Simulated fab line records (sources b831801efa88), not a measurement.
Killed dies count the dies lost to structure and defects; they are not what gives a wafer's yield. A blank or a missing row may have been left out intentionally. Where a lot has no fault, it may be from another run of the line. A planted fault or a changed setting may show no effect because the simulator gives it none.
fab line records -- flow gf180mcu -- part 2 of 2: steps 28 to 38 of 38
[record] lots = 5, wafers = 15, lastDay = 34
route steps=602 shown HV_LDD@230 NSD@235 PSD@248 SAB@264
lots that met no fault: from a run of the same line without faults
startH: hours from the record's opening day to when the first of the lot's shown wafers began -- waitH: hours from the lot's prior step to this one -- " unchanged from the row above -- L1.1+2: several wafers, shown together as one row -- - no value, or no start given -- * or withheld: withheld -- < > ~ a bound
route shown NAME@n: a module of which the file shows steps, and the number in the route of the first -- usual: the fault-free wafers' mean and standard deviation -- same: alike in all rows -- chamber/n: place in a boat -- sites: readings site by site -- _std_site: how widely they spread, as a standard deviation -- _edge_site: inner sites' mean taken away from outer sites' mean -- radiusMm: for every site, how far away it sits from the centre of the wafer -- mask NAME#n: copy n -- behind: the tool/chamber that last shaped the wafer -- hold: why the lot went on hold/how many hours it stayed there/how the hold came to an end -- device: the transistor (n, p or np) that didn't switch -- end of line: the route-end tests of the same wafers -- step lacking rows: just its recipe -- killed: at the first sort, the dies lost to defects and structure; wafer yield is something else -- map: dies across one wafer; x = killed, . = not, _ = none there
set.NAME: setting as actually run; set.NAME@STEP: the setting as run at that earlier step -- model.NAME: the simulator's own value behind a step, which no gauge read
lots at selected steps of the route; one table per step, one row per wafer
services: when a tool's chamber went out of use (startH, in hours from the record's first day, below 0 if earlier), for how many hours, and the reason
[[steps]]
[step GF_PSD_IMPLANT_09]
[recipe] species = BF2, energyKev = 40, doseCm2 = 1.5e+15, tiltDeg = 7
[usual] beamOnS = 10.00/0.19, doseIonsCm2 = 1.5002e+15/1.7e+12
lot.wafer,tool,chamber,startH,waitH,beamOnS,doseIonsCm2
L075.3,implanter-02,0,321.95,0.1,10.21,1.5018e+15
L075.5,implanter-02,0,321.95,0.1,10.27,1.5023e+15
L075.6,implanter-02,0,321.95,0.1,9.87,1.5014e+15
L086.2,implanter-03,0,429.77,0.0,9.85,1.4998e+15
L086.4,implanter-03,0,429.77,0.0,10.01,1.5023e+15
L086.5,implanter-03,0,429.77,0.0,9.73,1.4993e+15
L093.3,implanter-04,0,476.68,0.1,9.86,1.5029e+15
L093.4,implanter-04,0,476.68,0.1,9.95,1.4997e+15
L093.5,implanter-04,0,476.68,0.1,9.86,1.5038e+15
L094.2,implanter-03,0,482.08,0.1,9.77,1.4988e+15
L094.4,implanter-03,0,482.08,0.1,10.21,1.4958e+15
L094.5,implanter-03,0,482.08,0.1,10.35,1.4989e+15
L096.2,implanter-04,0,498.70,0.0,9.77,1.5003e+15
L096.5,implanter-04,0,498.70,0.0,9.94,1.498e+15
L096.6,implanter-04,0,498.70,0.0,9.86,1.4986e+15
[step GF_PSD_STRIP_10]
[recipe] chemistry = O2/N2, powerW = 1400, pressureMtorr = 1500, platenTempC = 250, o2FlowSccm = 3000, n2FlowSccm = 300, overashFraction = 0.5
[usual] drypumpMotorCurrentA = 6.1/0.35, heaterPowerW = 320/32, oesProductAu = 0.592/0.0043, stripTimeToEndpointS = 16.52/0.034
lot.wafer,tool,chamber,startH,waitH,drypumpMotorCurrentA,heaterPowerW,oesProductAu,rfHoursCounterH,stripTimeToEndpointS
L075.3,plasmaAsher-04,0,322.08,0.1,6.0,288,0.588,-,16.52
L075.5,plasmaAsher-04,0,322.08,0.1,6.0,297,0.592,-,16.51
L075.6,plasmaAsher-04,1,322.08,0.1,6.0,285,0.585,-,16.55
L086.2,plasmaAsher-02,1,429.90,0.1,6.3,346,0.590,78,16.50
L086.4,plasmaAsher-02,1,429.90,0.1,6.3,343,0.598,-,16.52
L086.5,plasmaAsher-02,1,429.90,0.1,6.3,349,0.595,-,16.54
L093.3,plasmaAsher-01,1,476.81,0.1,6.3,368,0.587,-,16.52
L093.4,plasmaAsher-01,0,476.81,0.1,6.6,321,0.594,-,16.51
L093.5,plasmaAsher-01,0,476.81,0.1,6.7,317,0.591,-,16.55
L094.2,plasmaAsher-02,0,482.33,0.2,5.4,339,0.589,84,16.56
L094.4,plasmaAsher-02,1,482.33,0.2,6.3,349,0.593,-,16.54
L094.5,plasmaAsher-02,0,482.33,0.2,5.3,345,0.585,-,16.55
L096.2,plasmaAsher-02,0,498.83,0.1,5.4,347,0.591,86,16.52
L096.5,plasmaAsher-02,0,498.83,0.1,5.4,341,0.594,-,16.54
L096.6,plasmaAsher-02,1,498.83,0.1,6.3,345,0.594,-,16.51
[step GF_PSD_TW_MEAS_11]
[usual] PSD_TW = 3172/14
lot.wafer,tool,chamber,startH,waitH,PSD_TW
L075.3,filmMetro-02,-,322.17,0.1,3157
L075.5,filmMetro-02,-,322.17,0.1,3178
L075.6,filmMetro-02,-,322.17,0.1,3165
L086.2,filmMetro-01,-,430.01,0.1,3185
L086.4,filmMetro-01,-,430.01,0.1,3173
L086.5,filmMetro-01,-,430.01,0.1,3170
L093.3,filmMetro-02,-,476.90,0.1,3189
L093.4,filmMetro-02,-,476.90,0.1,3185
L093.5,filmMetro-02,-,476.90,0.1,3181
L094.2,filmMetro-02,-,482.44,0.1,3162
L094.4,filmMetro-02,-,482.44,0.1,3154
L094.5,filmMetro-02,-,482.44,0.1,3158
L096.2,filmMetro-02,-,498.94,0.1,3173
L096.5,filmMetro-02,-,498.94,0.1,3160
L096.6,filmMetro-02,-,498.94,0.1,3148
[step GF_PSD_CLEAN_12]
[recipe] chemistry = SC1/SC2, mix = 1:4:20, tempC = 70, timeS = 154.9, dry = n2Spin
lot.wafer,tool,chamber,startH,waitH
L075.3+5+6,wetBench-01,0,322.21,0.0
L086.2+4+5,wetBench-02,3,430.06,0.0
L093.3+4+5,wetBench-03,2,476.94,0.0
L094.2+4+5,wetBench-01,3,482.49,0.0
L096.2+5+6,wetBench-01,3,498.99,0.0
[step GF_PSD_RTA_13]
[recipe] tempC = 1025, timeS = 20, ambient = N2
[usual] annealTempCMax = 1030.2/1.5, lampPowerPct = 36.6/0.37, wafer_temp_C_max = 1029.7/1.2
lot.wafer,tool,chamber,startH,waitH,annealTempCMax,lampPowerPct,wafer_temp_C_max
L075.3,rtpAnneal-01,0,322.29,0.0,1028.3,37.0,1029.0
L075.5,rtpAnneal-01,0,322.29,0.0,1029.3,37.0,1028.2
L075.6,rtpAnneal-01,0,322.29,0.0,1029.3,37.0,1029.4
L086.2,rtpAnneal-01,0,430.13,0.0,1029.6,37.0,1028.5
L086.4,rtpAnneal-01,0,430.13,0.0,1028.4,37.0,1028.1
L086.5,rtpAnneal-01,0,430.13,0.0,1029.0,37.0,1030.0
L093.3,rtpAnneal-01,0,477.04,0.1,1028.9,37.0,1029.7
L093.4,rtpAnneal-01,0,477.04,0.1,1028.6,37.1,1029.6
L093.5,rtpAnneal-01,0,477.04,0.1,1028.4,37.0,1028.5
L094.2,rtpAnneal-01,0,482.57,0.0,1029.0,37.0,1029.3
L094.4,rtpAnneal-01,0,482.57,0.0,1029.7,37.0,1028.8
L094.5,rtpAnneal-01,0,482.57,0.0,1029.5,37.1,1028.2
L096.2,rtpAnneal-02,0,499.05,0.0,1030.6,36.3,1030.7
L096.5,rtpAnneal-02,0,499.05,0.0,1033.9,36.3,1030.0
L096.6,rtpAnneal-02,0,499.05,0.0,1032.4,36.3,1030.3
[step GF_PSD_RS_MEAS_14]
[recipe] thkMeasGauge = four-point-probe
[usual] NSD_RS = 46.15/0.091
lot.wafer,tool,chamber,startH,waitH,NSD_RS[ohm/sq]
L075.3,filmMetro-04,-,322.38,0.1,46.07
L075.5,filmMetro-04,-,322.38,0.1,45.95
L075.6,filmMetro-04,-,322.38,0.1,46.15
L086.2,filmMetro-01,-,430.22,0.1,46.13
L086.4,filmMetro-01,-,430.22,0.1,46.13
L086.5,filmMetro-01,-,430.22,0.1,46.13
L093.3,filmMetro-02,-,477.20,0.1,46.08
L093.4,filmMetro-02,-,477.20,0.1,46.12
L093.5,filmMetro-02,-,477.20,0.1,46.06
L094.2,filmMetro-01,-,482.73,0.1,46.23
L094.4,filmMetro-01,-,482.73,0.1,46.34
L094.5,filmMetro-01,-,482.73,0.1,46.31
L096.2,filmMetro-04,-,499.14,0.1,46.04
L096.5,filmMetro-04,-,499.14,0.1,46.14
L096.6,filmMetro-04,-,499.14,0.1,46.08
[step GF_PSD_RS_MEAS_15]
[recipe] thkMeasGauge = four-point-probe
[usual] PSD_RS = 108.58/0.29
lot.wafer,tool,chamber,startH,waitH,PSD_RS[ohm/sq]
L075.3,filmMetro-04,-,322.50,0.1,108.29
L075.5,filmMetro-04,-,322.50,0.1,108.63
L075.6,filmMetro-04,-,322.50,0.1,108.62
L086.2,filmMetro-01,-,430.34,0.1,108.33
L086.4,filmMetro-01,-,430.34,0.1,108.05
L086.5,filmMetro-01,-,430.34,0.1,108.10
L093.3,filmMetro-02,-,477.32,0.1,108.36
L093.4,filmMetro-02,-,477.32,0.1,108.31
L093.5,filmMetro-02,-,477.32,0.1,107.97
L094.2,filmMetro-01,-,482.85,0.1,108.82
L094.4,filmMetro-01,-,482.85,0.1,109.31
L094.5,filmMetro-01,-,482.85,0.1,108.84
L096.2,filmMetro-04,-,499.26,0.1,108.29
L096.5,filmMetro-04,-,499.26,0.1,108.60
L096.6,filmMetro-04,-,499.26,0.1,108.30
[step GF_SAB_CVD_00]
[recipe] material = SiO2, targetThkNm = 50, precursor = TEOS, tempC = 400, timeS = 4.9302, rfW = 600
[usual] heaterPowerW = 632/150
lot.wafer,tool,chamber,startH,waitH,heaterPowerW
L075.3,pecvd-04,0,322.58,0.1,470
L075.5,pecvd-04,1,322.58,0.1,549
L075.6,pecvd-04,2,322.58,0.1,635
L086.2,pecvd-03,0,430.44,0.1,546
L086.4,pecvd-03,1,430.44,0.1,584
L086.5,pecvd-03,2,430.44,0.1,814
L093.3,pecvd-03,2,477.40,0.1,895
L093.4,pecvd-03,1,477.40,0.1,517
L093.5,pecvd-03,2,477.40,0.1,914
L094.2,pecvd-03,2,482.95,0.1,957
L094.4,pecvd-03,2,482.95,0.1,955
L094.5,pecvd-03,1,482.95,0.1,621
L096.2,pecvd-04,2,499.36,0.1,655
L096.5,pecvd-04,0,499.36,0.1,421
L096.6,pecvd-04,2,499.36,0.1,660
[step GF_SAB_THK_MEAS_01]
[recipe] reads = SiO2_of_SAB_CVD_00
[usual] SAB_CVD_00_THK = 50.3/0.74
lot.wafer,tool,chamber,startH,waitH,SAB_CVD_00_THK[nm]
L075.3,filmMetro-03,-,322.62,0.0,49.2
L075.5,filmMetro-03,-,322.62,0.0,50.5
L075.6,filmMetro-03,-,322.62,0.0,50.1
L086.2,filmMetro-02,-,430.52,0.1,50.3
L086.4,filmMetro-02,-,430.52,0.1,51.3
L086.5,filmMetro-02,-,430.52,0.1,51.2
L093.3,filmMetro-04,-,477.44,0.0,50.4
L093.4,filmMetro-04,-,477.44,0.0,50.2
L093.5,filmMetro-04,-,477.44,0.0,51.3
L094.2,filmMetro-02,-,482.97,0.0,50.1
L094.4,filmMetro-02,-,482.97,0.0,51.3
L094.5,filmMetro-02,-,482.97,0.0,51.1
L096.2,filmMetro-02,-,499.39,0.0,49.4
L096.5,filmMetro-02,-,499.39,0.0,49.8
L096.6,filmMetro-02,-,499.39,0.0,50.7
[step GF_SAB_DEHYDRATE_02]
[recipe] tempC = 200, timeS = 60
lot.wafer,tool,chamber,startH,waitH
L075.3+5+6,lithoTrack-01,0,332.54,9.9
L086.2+4+5,lithoTrack-03,0,441.70,11.2
L093.3+4+5,lithoTrack-04,0,488.17,10.7
L094.2+4+5,lithoTrack-01,0,494.57,11.6
L096.2+5+6,lithoTrack-03,0,510.35,10.9
[step GF_SAB_HMDS_03]
[recipe] primeTimeS = 60, primeTempC = 120
[usual] primeTempC = 120.00/0.13
lot.wafer,tool,chamber,startH,waitH,primeTempC
L075.3,lithoTrack-01,0,332.69,0.1,120.04
L075.5,lithoTrack-01,0,332.69,0.1,120.06
L075.6,lithoTrack-01,0,332.69,0.1,119.87
L086.2,lithoTrack-03,0,441.85,0.1,120.21
L086.4,lithoTrack-03,0,441.85,0.1,120.18
L086.5,lithoTrack-03,0,441.85,0.1,120.20
L093.3,lithoTrack-04,0,488.32,0.1,120.12
L093.4,lithoTrack-04,0,488.32,0.1,119.84
L093.5,lithoTrack-04,0,488.32,0.1,119.97
L094.2,lithoTrack-01,0,494.72,0.1,119.97
L094.4,lithoTrack-01,0,494.72,0.1,120.05
L094.5,lithoTrack-01,0,494.72,0.1,120.09
L096.2,lithoTrack-03,0,510.50,0.1,119.90
L096.5,lithoTrack-03,0,510.50,0.1,120.21
L096.6,lithoTrack-03,0,510.50,0.1,120.09
[[services]]
tool,chamber,startH,hours,kind
plasmaAsher-02,-,255.48,28.1,pm
implanter-03,-,274.18,5.4,pm
ilineStepper-01,-,286.49,28.9,pm
implanter-03,-,293.09,3.5,repair
ilineStepper-02,-,315.38,1.7,pm
implanter-04,-,346.85,3.1,repair
ilineStepper-02,-,347.60,0.6,repair
rieDiel-04,1,381.63,5.0,repair
ilineStepper-01,-,383.40,1.7,pm
plasmaAsher-03,-,387.52,15.4,repair
rieDiel-04,-,392.27,2.0,repair
lpcvd-02,-,397.57,0.3,repair
pecvd-03,0,419.14,3.2,repair
plasmaAsher-03,-,419.81,4.1,repair
implanter-03,-,445.61,3.6,repair
ilineStepper-01,-,449.65,0.6,repair
implanter-03,-,451.82,1.2,repair
rieDiel-04,3,454.27,7.8,repair
implanter-03,-,464.93,2.1,repair
implanter-03,-,472.75,1.9,repair
implanter-03,-,473.10,2.9,repair
implanter-04,-,481.22,2.5,repair
lpcvd-02,-,500.33,0.7,repair
implanter-04,-,502.44,0.6,repair
